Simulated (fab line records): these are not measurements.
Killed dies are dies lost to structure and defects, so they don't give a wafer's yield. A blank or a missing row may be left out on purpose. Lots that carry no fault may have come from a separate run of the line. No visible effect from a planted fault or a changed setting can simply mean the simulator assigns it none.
What tool caused it? -- flow gf180mcu -- 7 lots with 21 wafers sampled at 4 steps, on a route of 602 steps

WHAT EACH GAUGE READ, for each wafer
GF_V4_THK_MEAS_01.
lot,measured,on,V4_CVD_00_THK (nm)
L140,day 24 03:28,filmMetro-02,591 575 578
L142,day 24 19:32,filmMetro-02,585 593 581
L147,day 27 03:55,filmMetro-03,597 596 591
L150,day 28 00:13,filmMetro-01,609 578 595
L153,day 28 11:44,filmMetro-02,598 605 593
L156,day 29 03:11,filmMetro-02,602 605 603

EACH LOT AND THE TOOL THAT RAN IT (in order: tool; ch and the chambers of the sampled wafers; start)
lot,GF_V3_CVD_23,GF_M4_SPUTTER_01,GF_M4_EXPOSE_11
L140,"cvdW-02 ch 0,1, day 23 02:46","pvdSputter-03, day 23 03:27","krfScanner-01 ch 0, day 23 15:06"
L142,"cvdW-01 ch 0,1, day 23 19:44","pvdSputter-01, day 23 20:24","krfScanner-02 ch 0, day 24 08:18"
L147,"cvdW-02 ch 0,1, day 26 06:19","pvdSputter-03, day 26 07:00","krfScanner-01 ch 0, day 26 17:23"
L150,"cvdW-01 ch 0,1, day 27 02:34","pvdSputter-03, day 27 03:15","krfScanner-02 ch 0, day 27 13:31"
L153,"cvdW-01 ch 0,1, day 27 15:03","pvdSputter-03, day 27 15:43","krfScanner-02 ch 0, day 28 01:35"
L156,"cvdW-01 ch 0, day 28 06:08","pvdSputter-04, day 28 06:56","krfScanner-01 ch 0, day 28 17:07"
L157,"cvdW-01 ch 0,1, day 28 16:03","pvdSputter-01, day 28 16:43","krfScanner-02, day 29 02:33"
- GF_V3_CVD_23: deposits W, target thk 350 nm, time 104.9 s.
- GF_M4_SPUTTER_01: material TiN, target thk 30 nm, time 25 s.
- GF_M4_EXPOSE_11: exposes mask Metal4, target cd 280 nm.

THE ANSWER, worked out from the rows above alone
Rule: what is usual is taken from the lots themselves. Put in order of their means at a reading, lots are off if they are a third of the lots or fewer, leave a main group of 4 or more, and stand apart from it by a gap of 3 or more times the standard deviation of the main group's means; of several such gaps the widest counts. Not used: any main group whose means are identical at the precision the tables above print for the reading. Also off: a lot with no number at a reading for which 4 or more lots have one. Where the step has rows for the other lots, those lots are counted as sound.
No lot is off on any of the readings shown, so nothing can be concluded from this.

WHAT THE SIMULATOR HAD PUT IN
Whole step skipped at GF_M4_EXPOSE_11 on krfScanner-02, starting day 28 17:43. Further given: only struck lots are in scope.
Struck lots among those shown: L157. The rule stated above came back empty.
